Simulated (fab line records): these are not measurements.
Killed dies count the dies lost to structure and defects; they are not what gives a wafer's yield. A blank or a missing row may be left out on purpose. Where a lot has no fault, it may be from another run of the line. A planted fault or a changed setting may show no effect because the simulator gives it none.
Matching of chambers ; flow sky130 ; 4 sister chambers for SKY_VIA2_CMP_02 on cmp-02
The step polishes SiO2. 14 wafers are shown with their chamber, then 7 later ones without.

## EACH WAFER AND ITS CHAMBER
wafer;chamber;motor current A (A);slurry filter dp kPa (kPa)
L623.1;1;13.4;13.55
L623.4;0;11.0;13.75
L623.5;2;12.6;13.74
L625.1;2;11.8;13.60
L625.2;1;13.0;13.60
L625.3;3;10.6;13.90
L627.1;2;13.0;13.33
L627.2;1;12.7;13.40
L627.5;1;12.9;13.46
L633.3;2;12.5;13.41
L633.4;3;10.0;13.57
L633.5;1;12.6;13.64
L635.1;0;11.3;13.49
L635.2;1;12.6;13.41

SIGNATURES (averages over the wafers above)
reading;chamber 0;chamber 1;chamber 2;chamber 3;scatter within a chamber
motor current A;11.150;12.867;12.475;10.300;0.38
slurry filter dp kPa;13.6200;13.5100;13.5200;13.7350;0.156
Rule: for each reading, subtract the chamber's mean from the wafer's reading, divide by that reading's scatter and square the result; add these up over the readings and take the root, which gives the wafer's distance from the chamber. If the next closest chamber is less than 2 further off than the closest, the wafer can't be placed; otherwise it belongs to the closest. The scatter: take each reading less its chamber's mean, square it, sum over the shown wafers, divide by the number of wafers less the number of chambers, and take the root.

## WAFERS WITHOUT THEIR CHAMBER
wafer;motor current A (A);slurry filter dp kPa (kPa)
L635.4;10.0;13.33
L637.3;12.0;13.29
L637.4;12.0;13.78
L637.5;11.1;13.54
L639.3;13.1;13.57
L639.4;10.0;13.50
L639.5;12.8;13.51

## WHICH CHAMBER EACH ONE RAN IN
wafer;from the rows above;in truth
L635.4;can't be placed: 3 or 0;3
L637.3;can't be placed: 2 or 1 or 0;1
L637.4;can't be placed: 2 or 0 or 1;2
L637.5;can't be placed: 0 or 3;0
L639.3;can't be placed: 1 or 2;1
L639.4;can't be placed: 3 or 0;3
L639.5;can't be placed: 1 or 2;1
Placed correctly: 0 of 7. From these rows, 7 cannot be placed; in 7 the true chamber is one of the candidates. Placed wrongly: 0.
